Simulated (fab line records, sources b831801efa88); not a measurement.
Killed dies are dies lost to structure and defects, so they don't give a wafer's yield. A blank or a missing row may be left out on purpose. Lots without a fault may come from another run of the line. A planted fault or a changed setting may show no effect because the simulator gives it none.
Which tool did it? | flow gf180mcu | 13 lots, 39 wafers sampled, at 5 steps of a route of 602

WHAT THE GAUGES READ, wafer by wafer
GF_HV_LDD_TW_MEAS_11. Usual: HV_LDD_TW 2445, standard deviation 13.
lot  | measured     | on            | HV_LDD_TW      | flag
L736 | day 10 16:10 | film_metro-04 | 2455 2450 2463 |
L737 | day 11 02:45 | film_metro-02 | 2443 2441 2461 |
L740 | day 12 02:58 | film_metro-04 | 2414 2430 2437 |
L742 | day 12 14:25 | film_metro-03 | 2445 2437 2437 |
L743 | day 12 21:32 | film_metro-03 | 2447 2447 2442 |
L744 | day 13 05:34 | film_metro-02 | 2468 2469 2457 |
L745 | day 13 10:49 | film_metro-03 | 2452 2434 2442 |
L749 | day 14 18:36 | film_metro-02 | 2449 2457 2459 |
L750 | day 15 00:56 | film_metro-03 | 2465 2464 2459 |
L753 | day 16 01:31 | film_metro-03 | 2458 2461 2450 |
L755 | day 16 17:06 | film_metro-02 | 2441 2438 2450 |
L756 | day 16 23:01 | film_metro-03 | 2464 2454 2464 |
L757 | day 17 07:45 | film_metro-02 | 2454 2448 2457 |

GF_HV_LDD_OVL_MEAS_32. Usual: HV_LDD_02_OVL -0.3 nm, standard deviation 1.2.
lot  | measured     | on         | HV_LDD_02_OVL (nm) | flag
L736 | day 12 06:33 | overlay-02 | -0.9 1.1 -0.6      |
L737 | day 12 17:35 | overlay-01 | 3.2 -0.4 1.3       |
L740 | day 13 19:47 | overlay-02 | -1.1 0.2 0.0       |
L742 | day 14 08:29 | overlay-02 | -1.1 -0.4 -0.3     |
L743 | day 14 15:29 | overlay-02 | 0.1 0.4 -0.1       |
L744 | day 14 23:41 | overlay-02 | -0.8 0.0 -1.1      |
L745 | day 15 05:58 | overlay-02 | -1.3 -2.1 1.1      |
L749 | day 16 14:44 | overlay-02 | -0.9 -0.5 -1.2     |
L750 | day 16 21:08 | overlay-02 | -0.8 -2.6 -2.0     |
L753 | day 17 23:31 | overlay-01 | -1.4 -2.2 -1.1     |
L755 | day 18 15:59 | overlay-02 | -2.2 -1.1 -1.3     |
L756 | day 18 22:37 | overlay-02 | -2.1 -0.4 -1.9     |
L757 | day 19 08:04 | overlay-02 | -1.4 0.1 -1.3      |

GF_HV_LDD_OVL_MEAS_47. Usual: HV_LDD_03_OVL 0.6 nm, standard deviation 1.5.
lot  | measured     | on         | HV_LDD_03_OVL (nm) | flag
L736 | day 13 02:48 | overlay-01 | 1.9 2.6 2.4        |
L737 | day 13 14:23 | overlay-01 | 0.8 -0.7 0.3       |
L740 | day 14 17:20 | overlay-02 | 2.4 1.0 1.5        |
L742 | day 15 06:53 | overlay-01 | 1.6 1.8 2.6        |
L743 | day 15 13:23 | overlay-01 | -0.9 -0.2 -0.6     |
L744 | day 15 21:49 | overlay-02 | 0.6 1.2 -0.1       |
L745 | day 16 04:52 | overlay-02 | -1.8 0.2 -0.2      |
L749 | day 17 15:01 | overlay-02 | 211.9 211.4 212.7  | OFF
L750 | day 17 21:23 | overlay-01 | 214.8 214.6 213.9  | OFF
L753 | day 19 00:28 | overlay-01 | 213.3 213.9 213.5  | OFF
L755 | day 19 17:24 | overlay-02 | 216.0 215.6 214.8  | OFF
L756 | day 20 00:19 | overlay-01 | 0.9 0.5 1.0        |
L757 | day 20 08:47 | overlay-01 | 2.4 3.0 3.2        |

WHICH TOOL RAN EACH LOT (tool, then ch and the chambers of the sampled wafers, then the start)
lot  | GF_DUAL_GATE_STRIP_13                | GF_HV_LDD_EXPOSE_43
L736 | plasma_asher-03 ch 0,1, day 8 21:49  | iline_stepper-01 ch 0, day 12 17:18
L737 | plasma_asher-03 ch 0,1, day 9 10:12  | iline_stepper-01 ch 0, day 13 04:17
L740 | plasma_asher-02 ch 0, day 10 07:20   | iline_stepper-02 ch 0, day 14 06:54
L742 | plasma_asher-02 ch 0, day 10 16:13   | iline_stepper-02 ch 0, day 14 20:14
L743 | plasma_asher-01 ch 0,1, day 11 01:26 | iline_stepper-01 ch 0, day 15 02:44
L744 | plasma_asher-02 ch 0,1, day 11 08:25 | iline_stepper-02 ch 0, day 15 11:07
L745 | plasma_asher-02 ch 0,1, day 11 13:35 | iline_stepper-02 ch 0, day 15 17:33
L749 | plasma_asher-03 ch 0,1, day 12 18:52 | iline_stepper-01 ch 0, day 17 02:34
L750 | plasma_asher-02 ch 0,1, day 13 01:46 | iline_stepper-01 ch 0, day 17 09:34
L753 | plasma_asher-01 ch 0, day 13 22:26   | iline_stepper-01 ch 0, day 18 12:20
L755 | plasma_asher-02 ch 0,1, day 14 14:15 | iline_stepper-01 ch 0, day 19 04:35
L756 | plasma_asher-02 ch 0,1, day 14 21:44 | iline_stepper-02 ch 0, day 19 11:43
L757 | plasma_asher-03 ch 0,1, day 15 05:21 | iline_stepper-02 ch 0, day 19 21:17
- GF_DUAL_GATE_STRIP_13: strips in O2/N2.
- GF_HV_LDD_EXPOSE_43: exposes mask Pplus HV AREA, target cd 400 nm.

WHAT THE TOOLS THEMSELVES READ (means of the sampled wafers that have a number; where no wafer has one, the mark that the record gives instead)
GF_DUAL_GATE_STRIP_13. Usual: chamber_pressure_mTorr 1500.0 mTorr, standard deviation 1.2; drypump_motor_current_A 5.90 A, standard deviation 0.28; heater_power_w 328 W, standard deviation 39; oes_product_au 0.716 a.u., standard deviation 0.0044; platen_temp_c 250.02 C, standard deviation 0.2; strip_time_to_endpoint_s 12.63 s, standard deviation 0.032.
lot  | tool            | chamber_pressure_mTorr (mTorr) | drypump_motor_current_A (A) | heater_power_w (W) | oes_product_au (a.u.) | platen_temp_c (C) | strip_time_to_endpoint_s (s) | flag
L736 | plasma_asher-03 | 1499.6                         | 5.86                        | 278                | 0.717                 | 249.98            | 12.62                        |
L737 | plasma_asher-03 | 1498.9                         | 5.92                        | 300                | 0.716                 | 249.84            | 12.63                        |
L740 | plasma_asher-02 | 1500.2                         | 6.19                        | 374                | 0.718                 | 250.26            | 12.61                        |
L742 | plasma_asher-02 | 1499.2                         | 6.18                        | 378                | 0.712                 | 249.87            | 12.69                        |
L743 | plasma_asher-01 | 1500.4                         | 5.26                        | 319                | 0.717                 | 249.91            | 12.64                        |
L744 | plasma_asher-02 | 1499.5                         | 6.10                        | 362                | 0.716                 | 250.14            | 12.64                        |
L745 | plasma_asher-02 | 1499.1                         | 6.00                        | 357                | 0.716                 | 250.00            | 12.68                        |
L749 | plasma_asher-03 | 1500.4                         | 5.88                        | 281                | 0.714                 | 250.15            | 12.65                        |
L750 | plasma_asher-02 | 1500.0                         | 6.11                        | 362                | 0.712                 | 249.79            | 12.61                        |
L753 | plasma_asher-01 | 1501.0                         | 5.21                        | 320                | 0.713                 | 249.72            | 12.65                        |
L755 | plasma_asher-02 | 1499.5                         | 6.13                        | 365                | 0.713                 | 250.07            | 12.59                        |
L756 | plasma_asher-02 | 1500.3                         | 6.10                        | 364                | 0.712                 | 249.75            | 12.64                        |
L757 | plasma_asher-03 | 1501.3                         | 5.93                        | 301                | 0.717                 | 249.91            | 12.67                        |

GF_HV_LDD_EXPOSE_43. Usual: exposure_dose_mJ_cm2 140.00, standard deviation 0.12; stage_vel_mm_s 499.93 mm/s, standard deviation 0.24.
lot  | tool             | exposure_dose_mJ_cm2 | stage_vel_mm_s (mm/s) | flag
L736 | iline_stepper-01 | 140.07               | 499.52                |
L737 | iline_stepper-01 | 140.00               | 499.81                |
L740 | iline_stepper-02 | 139.95               | 500.00                |
L742 | iline_stepper-02 | 140.02               | 500.07                |
L743 | iline_stepper-01 | 140.08               | 499.60                |
L744 | iline_stepper-02 | 139.94               | 500.10                |
L745 | iline_stepper-02 | 140.06               | 499.85                |
L749 | iline_stepper-01 | 140.12               | 499.97                |
L750 | iline_stepper-01 | 139.82               | 499.80                |
L753 | iline_stepper-01 | 139.98               | 499.97                |
L755 | iline_stepper-01 | 140.11               | 500.21                |
L756 | iline_stepper-02 | 139.98               | 499.80                |
L757 | iline_stepper-02 | 140.04               | 500.13                |

THE ANSWER, worked out from the rows above alone
Rule: a lot is off if the mean of its wafers that have a number lies more than 3 standard deviations from the usual mean. A lot without any number at a reading at which 4 lots or more have one is off too. The other lots that the step has rows for count as sound. The gauges are gone through in route order, then the tools' own readings, and for those a lot's mean is taken as printed above. The first step at which some lot is off is used, and at that step the reading that is off furthest; a lot without a number counts as furthest.
Off: L749, L750, L753, L755, at GF_HV_LDD_OVL_MEAS_47 (HV_LDD_03_OVL).
A tool fits if, at a process step before that reading, it ran every lot that is off, and no sound lot after the first of them. The gauges at GF_HV_LDD_OVL_MEAS_47 are tried like those tools. One fits: iline_stepper-01 at GF_HV_LDD_EXPOSE_43. Its last sound lot is L743 (day 15 02:44), its first lot that is off L749 (day 17 02:34): a fault that began between those two fits.

WHAT THE SIMULATOR HAD PUT IN
Scanner matching overlay: iline_stepper-01, from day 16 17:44 on, at GF_HV_LDD_EXPOSE_43. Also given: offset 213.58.
Lots struck among those shown: L749, L750, L753, L755. The rule above found the same.
